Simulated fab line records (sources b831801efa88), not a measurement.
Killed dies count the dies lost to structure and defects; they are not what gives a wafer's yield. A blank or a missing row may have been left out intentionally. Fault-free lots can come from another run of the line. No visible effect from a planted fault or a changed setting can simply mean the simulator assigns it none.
fab line records	flow sky130
record: lots: 12	wafers: 36	last-day: 50
route steps=708 shown SPACER@306 POLY_CUT@316 SD_P@326 SD_N@356 PAD_OPEN@708
lots untouched by any fault: they come from a run of this same line in which no faults occurred
start-h: the number of hours between the record's first day and the start of the first shown wafer of the lot	wait-h: time in hours since the lot's previous step	" repeats the value in the row above	L1.1+2: a single row standing in for several wafers	- no value present, or no start provided	* or withheld: withheld	< > ~ a bound
route shown NAME@n: NAME is a module with steps in the file, n the number in the route of the first one	usual: mean/standard deviation of fault-free wafers	same: alike in all rows	chamber/n: place in a boat	sites: the reading at each site	_std_site: their standard deviation	_edge_site: mean of outer sites minus mean of inner sites	radius-mm: for every site, how far away it sits from the centre of the wafer	mask NAME#n: copy n	behind: the last tool/chamber to shape the wafer	hold: the reason the lot was held/the length of the hold in hours/how it ended	device: which transistor (n, p or np) failed to switch	end of line: the route-end tests of the same wafers	for a step that has no rows: nothing shown but its recipe	killed: dies lost to structure and defects at the first sort, not the wafer's yield	map: per-die view of a wafer (x killed, . not killed, _ where there is no die)
set.NAME: the setting as run; set.NAME@STEP: as run at that earlier step	model.NAME: the simulator's own value behind a step, which no gauge read
steps of the route over a sample of lots; a table a step, a row a wafer
services: from which hour (start-h, from the record's first day; less than 0 if before it) a tool's chamber was out of use, for how many hours, and why
== steps ==
step: SKY_SPACER_ETCHBACK_02
recipe: chemistry: CH3F/O2	target: Si3N4	stop-on: SiO2	source-w: 400	bias-w: 80	pressure-mtorr: 25	ch3f-flow-sccm: 40	O2_flow_sccm: 30	time-s: 46.7	target-depth-a: 450
usual: drypump-motor-current-A: 5.62/0.26	oes-product-au: 0.856/0.006	throttle-valve-pct: 10.561/0.009
lot.wafer	tool	chamber	start-h	wait-h	drypump-motor-current-A	oes-product-au	rf-hours-counter-h	throttle-valve-pct
L620.1	rie-diel-01	2	543.35	0.1	5.86	0.852	23	10.557
L620.3	"	3	"	"	5.33	0.851	9	10.566
L620.5	"	0	"	"	5.53	0.856	-	10.559
L622.2	rie-diel-01	1	571.51	0.0	5.92	0.855	0	10.563
L622.4	"	2	"	"	5.85	0.853	24	10.581
L622.6	"	3	"	"	5.28	0.854	-	10.575
L623.1	rie-diel-03	2	573.76	0.1	5.66	0.854	16	10.560
L623.5	"	2	"	"	5.70	0.861	-	10.559
L623.6	"	3	"	"	6.01	0.850	-	10.569
L628.1	rie-diel-03	3	612.29	0.1	6.01	0.869	4	10.552
L628.2	"	0	"	"	5.31	0.854	57	10.572
L628.6	"	1	"	"	5.60	0.856	-	10.538
L630.1	rie-diel-03	3	640.79	0.1	5.99	0.855	5	10.557
L630.4	"	0	"	"	5.31	0.857	57	10.565
L630.5	"	1	"	"	5.57	0.855	-	10.558
L631.1	rie-diel-02	0	640.79	0.1	5.44	0.856	5	10.572
L631.5	"	2	"	"	5.29	0.862	-	10.566
L631.6	"	1	"	"	6.08	0.870	-	10.569
L632.1	rie-diel-01	2	647.06	0.1	5.86	0.859	26	10.563
L632.3	"	0	"	"	5.55	0.867	9	10.557
L632.5	"	0	"	"	5.59	0.866	-	10.565
L635.1	rie-diel-02	1	675.53	0.1	6.07	0.847	8	10.552
L635.2	"	3	"	"	5.54	0.856	2	10.561
L635.3	"	2	"	"	5.25	0.869	5	10.575
L636.2	rie-diel-03	3	689.90	0.0	6.01	0.856	6	10.575
L636.3	"	0	"	"	5.31	0.855	58	10.538
L636.4	"	3	"	"	6.01	0.848	-	10.576
L639.3	rie-diel-01	0	706.10	0.0	5.51	0.862	10	10.572
L639.4	"	3	"	"	5.32	0.851	12	10.558
L639.6	"	2	"	"	5.85	0.842	-	10.569
L640.2	rie-diel-01	1	715.83	0.0	5.83	0.858	4	10.556
L640.3	"	0	"	"	5.53	0.844	11	10.569
L640.5	"	1	"	"	5.83	0.858	-	10.553
L641.4	rie-diel-01	3	718.47	0.0	5.32	0.857	13	10.541
L641.5	"	1	"	"	5.78	0.846	-	10.553
L641.6	"	0	"	"	5.52	0.856	-	10.547
step: SKY_POLY_CUT_OVL_MEAS_09
usual: POLY_CUT_OVL: 0/7
lot.wafer	tool	chamber	start-h	wait-h	POLY_CUT_OVL[nm]
L620.1	overlay-01	-	572.69	0.1	-9
L620.3	"	-	"	"	-7
L620.5	"	-	"	"	-8
L622.2	overlay-02	-	600.45	0.1	-8
L622.4	"	-	"	"	-7
L622.6	"	-	"	"	-8
L623.1	overlay-01	-	602.83	0.1	-7
L623.5	"	-	"	"	-1
L623.6	"	-	"	"	0
L628.1	overlay-01	-	641.73	0.1	7
L628.2	"	-	"	"	-5
L628.6	"	-	"	"	-4
L630.1	overlay-01	-	669.69	0.1	-9
L630.4	"	-	"	"	-2
L630.5	"	-	"	"	-9
L631.1	overlay-02	-	669.69	0.1	12
L631.5	"	-	"	"	5
L631.6	"	-	"	"	-3
L632.1	overlay-02	-	675.68	0.1	-6
L632.3	"	-	"	"	6
L632.5	"	-	"	"	2
L635.1	overlay-02	-	702.94	0.1	-2
L635.2	"	-	"	"	4
L635.3	"	-	"	"	-2
L636.2	overlay-02	-	718.00	0.1	13
L636.3	"	-	"	"	-5
L636.4	"	-	"	"	12
L639.3	overlay-01	-	733.39	0.1	-10
L639.4	"	-	"	"	-15
L639.6	"	-	"	"	-9
L640.2	overlay-02	-	743.53	0.1	5
L640.3	"	-	"	"	1
L640.5	"	-	"	"	-5
L641.4	overlay-02	-	746.31	0.1	5
L641.5	"	-	"	"	11
L641.6	"	-	"	"	9
step: SKY_SD_P_DEVELOP_06
recipe: resist: NOVOLAK	developer: TMAH	develop-time-s: 60	dev-temp-c: 23
lot.wafer	tool	chamber	start-h	wait-h
L620.1+3+5	litho-track-02	0	601.43	0.1
L622.2+4+6	litho-track-02	0	628.96	0.1
L623.1+5+6	litho-track-02	0	631.98	0.1
L628.1+2+6	litho-track-03	0	670.46	0.1
L630.1+4+5	litho-track-03	0	696.36	0.1
L631.1+5+6	litho-track-03	0	696.66	0.1
L632.1+3+5	litho-track-02	0	702.63	0.1
L635.1+2+3	litho-track-04	0	729.57	0.1
L636.2+3+4	litho-track-02	0	745.25	0.1
L639.3+4+6	litho-track-02	0	760.73	0.1
L640.2+3+5	litho-track-02	0	770.05	0.1
L641.4+5+6	litho-track-02	0	773.30	0.1
step: SKY_SD_P_CD_MEAS_07
recipe: target-cd-nm: 380
usual: cd-nm: 379.7/2.5
lot.wafer	tool	chamber	start-h	wait-h	cd-nm
L620.1	cd-sem-01	-	601.58	0.1	381.2
L620.3	"	-	"	"	383.3
L620.5	"	-	"	"	380.3
L622.2	cd-sem-02	-	629.10	0.1	378.1
L622.4	"	-	"	"	382.1
L622.6	"	-	"	"	381.0
L623.1	cd-sem-02	-	632.13	0.1	378.2
L623.5	"	-	"	"	380.4
L623.6	"	-	"	"	379.8
L628.1	cd-sem-02	-	670.61	0.1	374.6
L628.2	"	-	"	"	378.4
L628.6	"	-	"	"	375.9
L630.1	cd-sem-02	-	696.51	0.1	379.6
L630.4	"	-	"	"	378.1
L630.5	"	-	"	"	240.2
L631.1	cd-sem-01	-	696.81	0.1	377.5
L631.5	"	-	"	"	240.0
L631.6	"	-	"	"	377.3
L632.1	cd-sem-01	-	702.78	0.1	382.6
L632.3	"	-	"	"	382.1
L632.5	"	-	"	"	381.6
L635.1	cd-sem-01	-	729.72	0.1	379.3
L635.2	"	-	"	"	378.3
L635.3	"	-	"	"	377.3
L636.2	cd-sem-02	-	745.40	0.1	376.5
L636.3	"	-	"	"	376.0
L636.4	"	-	"	"	377.5
L639.3	cd-sem-02	-	760.97	0.2	380.2
L639.4	"	-	"	"	381.7
L639.6	"	-	"	"	382.2
L640.2	cd-sem-01	-	770.20	0.1	372.3
L640.3	"	-	"	"	376.1
L640.5	"	-	"	"	373.9
L641.4	cd-sem-01	-	773.44	0.1	379.8
L641.5	"	-	"	"	380.6
L641.6	"	-	"	"	381.4
step: SKY_SD_N_RTA_14
recipe: temp-c: 1075	time-s: 2	idle-temp-c: 650	ramp-up-c-per-s: 150	ramp-down-c-per-s: 90	ambient: N2
usual: lamp-power-pct: 15.74/0.052	ramp-up-c-per-s: 150.00/0.027	wafer_temp_C_max: 1078.1/1.4
lot.wafer	tool	chamber	start-h	wait-h	lamp-power-pct	ramp-up-c-per-s	wafer_temp_C_max
L620.1	rtp-anneal-01	0	660.23	0.0	15.81	149.99	1078.2
L620.3	"	0	"	"	15.76	149.97	1077.9
L620.5	"	0	"	"	15.76	149.97	1076.1
L622.2	rtp-anneal-01	0	687.36	0.0	15.72	149.99	1077.4
L622.4	"	0	"	"	15.77	149.99	1076.6
L622.6	"	0	"	"	15.77	150.03	1078.0
L623.1	rtp-anneal-02	0	688.80	0.0	15.81	149.96	1076.9
L623.5	"	0	"	"	15.67	150.02	1078.6
L623.6	"	0	"	"	15.74	150.02	1077.6
L628.1	rtp-anneal-02	0	727.48	0.0	15.68	150.02	1077.9
L628.2	"	0	"	"	15.77	150.05	1075.7
L628.6	"	0	"	"	15.69	149.95	1080.0
L630.1	rtp-anneal-02	0	752.60	0.0	15.72	150.01	1077.5
L630.4	"	0	"	"	15.78	149.97	1079.9
L630.5	"	0	"	"	15.69	150.00	1077.0
L631.1	rtp-anneal-01	0	752.90	0.0	15.69	150.00	1078.8
L631.5	"	0	"	"	15.78	150.00	1078.1
L631.6	"	0	"	"	15.66	150.04	1079.9
L632.1	rtp-anneal-02	0	757.78	0.0	15.74	150.02	1077.8
L632.3	"	0	"	"	15.69	150.03	1077.5
L632.5	"	0	"	"	15.77	149.99	1078.7
L635.1	rtp-anneal-01	0	784.85	0.0	15.74	150.03	1078.4
L635.2	"	0	"	"	15.75	149.99	1076.7
L635.3	"	0	"	"	15.71	149.99	1077.2
L636.2	rtp-anneal-02	0	798.99	0.0	15.72	150.01	1078.4
L636.3	"	0	"	"	15.77	149.96	1076.5
L636.4	"	0	"	"	15.64	149.99	1077.3
L639.3	rtp-anneal-01	0	814.45	0.0	15.70	149.99	1078.1
L639.4	"	0	"	"	15.78	150.06	1077.0
L639.6	"	0	"	"	15.73	150.03	1079.4
L640.2	rtp-anneal-02	0	823.15	0.0	15.64	150.03	1074.3
L640.3	"	0	"	"	15.66	149.98	1078.5
L640.5	"	0	"	"	15.68	149.99	1076.9
L641.4	rtp-anneal-01	0	827.12	0.0	15.76	149.98	1080.1
L641.5	"	0	"	"	15.77	150.00	1075.7
L641.6	"	0	"	"	15.72	150.01	1077.1
step: SKY_PAD_OPEN_PROBE_99
usual: killed_at_M0_to_M3: 44/7.5	killed_at_M4_up: 3.2/1.9	killed-at-contacts: 23/4.7	killed-at-front-end: 15/4.7	killed-at-other: 0.4/0.66	killed-dies: 87/9.3	killed-open: 47/7.2	killed-short: 39/6.5
same: gross-dies: 492	killed-at-back-side: 0
lot.wafer	tool	chamber	start-h	wait-h	killed_at_M0_to_M3	killed_at_M4_up	killed-at-contacts	killed-at-front-end	killed-at-other	killed-dies	killed-open	killed-short
L622.2	prober-02	-	1107.59	0.1	50	1	22	15	0	88	45	43
L622.4	prober-02	-	1107.69	0.2	52	3	20	10	0	85	47	38
L622.6	prober-02	-	1107.79	0.2	55	3	32	19	0	109	59	50
L628.1	prober-02	-	1134.00	0.1	40	2	17	20	0	79	40	39
L628.2	prober-02	-	1134.05	0.1	51	1	24	14	2	92	49	42
L628.6	prober-02	-	1134.25	0.2	54	3	15	21	1	94	51	43
L630.1	prober-02	-	1149.74	0.1	46	3	18	16	0	83	46	37
L630.4	prober-02	-	1149.89	0.2	34	1	37	15	1	88	47	41
L630.5	prober-02	-	1149.94	0.2	52	5	14	6	0	77	42	35
killed by level:class
L622.2 VIA3:geometric-particle:open=13 METAL2:geometric-particle:short=11 CONTACT:geometric-particle:open=8 VIA1:geometric-particle:open=8 LI_CONTACT:geometric-particle:open=5 CONTACT:geometric-particle:short=5 METAL1:geometric-particle:short=5 VIA1:geometric-particle:short=4
L622.4 VIA1:geometric-particle:open=14 CONTACT:geometric-particle:open=8 VIA1:geometric-particle:short=8 METAL2:geometric-particle:short=8 VIA2:geometric-particle:open=6 VIA3:geometric-particle:open=5 LI_CONTACT:geometric-particle:open=4 CONTACT:geometric-particle:short=4
L622.6 CONTACT:geometric-particle:open=15 VIA1:geometric-particle:open=12 METAL2:geometric-particle:short=10 VIA1:geometric-particle:short=8 VIA3:geometric-particle:open=7 POLY_GATE:geometric-particle:open=6 LI_CONTACT:geometric-particle:open=5 METAL1:geometric-particle:short=5
L628.1 VIA3:geometric-particle:open=9 VIA2:geometric-particle:open=8 CONTACT:geometric-particle:open=7 VIA1:geometric-particle:short=7 FIELD_ISO:geometric-particle:open=5 FIELD_ISO:geometric-particle:short=5 POLY_GATE:geometric-particle:short=4 METAL1:geometric-particle:short=4
L628.2 VIA1:geometric-particle:open=14 METAL1:geometric-particle:short=10 LI_CONTACT:geometric-particle:open=8 VIA3:geometric-particle:open=7 VIA2:geometric-particle:short=7 CONTACT:geometric-particle:open=6 VIA1:geometric-particle:short=6 VIA2:geometric-particle:open=5
L628.6 VIA1:geometric-particle:open=11 VIA2:geometric-particle:open=11 VIA1:geometric-particle:short=10 CONTACT:geometric-particle:open=8 FIELD_ISO:geometric-particle:short=6 VIA3:geometric-particle:open=6 POLY_GATE:geometric-particle:short=6 LI_CONTACT:geometric-particle:open=6
L630.1 VIA2:geometric-particle:open=11 VIA3:geometric-particle:open=9 CONTACT:geometric-particle:open=7 VIA1:geometric-particle:open=7 FIELD_ISO:geometric-particle:short=6 VIA1:geometric-particle:short=5 SPACER:geometric-particle:short=4 LI_CONTACT:geometric-particle:open=4
L630.4 LI_CONTACT:geometric-particle:open=14 VIA2:geometric-particle:open=12 CONTACT:geometric-particle:open=8 FIELD_ISO:geometric-particle:short=7 CONTACT:geometric-particle:short=7 LI_CONTACT:geometric-particle:short=5 VIA1:geometric-particle:open=3 METAL2:geometric-particle:short=3
L630.5 VIA1:geometric-particle:open=12 VIA2:geometric-particle:open=8 CONTACT:geometric-particle:open=7 VIA1:geometric-particle:short=7 VIA3:geometric-particle:open=6 METAL4:geometric-particle:short=5 VIA2:geometric-particle:short=4 METAL3:geometric-particle:short=4
== services ==
tool	chamber	start-h	hours	kind
rie-diel-03	2	532.48	36.3	repair
rie-diel-01	1	542.66	-	clean
rie-diel-01	1	542.66	18.5	scheduled-down
rie-diel-01	1	542.66	18.5	vent-cycle
rie-diel-03	0	547.21	5.8	repair
rie-diel-03	1	548.95	9.0	repair
rie-diel-01	0	560.59	4.1	repair
rie-diel-02	-	590.82	1.0	repair
rie-diel-02	0	600.40	10.4	repair
rie-diel-03	0	630.74	8.1	repair
rie-diel-03	2	677.98	25.7	repair
rtp-anneal-01	-	694.59	4.0	pm
rie-diel-03	0	703.67	-	clean
rie-diel-03	0	703.67	20.4	scheduled-down
rie-diel-03	0	703.67	20.4	vent-cycle
rie-diel-03	1	718.14	9.3	repair
rie-diel-02	-	730.96	0.3	repair
rie-diel-03	-	731.23	0.6	repair
rie-diel-03	1	749.85	-	clean
rie-diel-02	0	754.52	12.3	repair
rie-diel-03	2	762.65	1.8	repair
rie-diel-03	3	767.08	7.6	repair
rtp-anneal-02	-	800.26	3.5	pm
rie-diel-01	2	810.21	1.4	repair
== key ==
first-sign: step: SKY_SD_P_CD_MEAS_07	reading: cd-nm	direction: down	sigmas: 55	usual: 379.7	struck: 240.1
effect none on later readings
met-at SKY_SD_P_DEVELOP_06
struck-lots L630,L631
struck-wafers L630.5,L631.5
tester-left-out L630,L631
not-acting-at SKY_SPACER_ETCHBACK_02,SKY_POLY_CUT_OVL_MEAS_09,SKY_SD_N_RTA_14
onset-between 670.46 696.36
fault: kind: process-parameter-drift	tool: litho-track-03	chamber: -	onset-h: 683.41	steps: SKY_SD_P_DEVELOP_06	channel: develop-time-s	offset: *	shape: step	end-h: 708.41	scope: struck-wafers-only	acts-in: *	stated: *
tester-left-out: of these lots the tester's yield and bins aren't shown, on N5 and GAA mostly nor the transistor test; their killed dies are dies lost to structure and defects alone, not to doping, threshold or leakage, so they don't give the yield
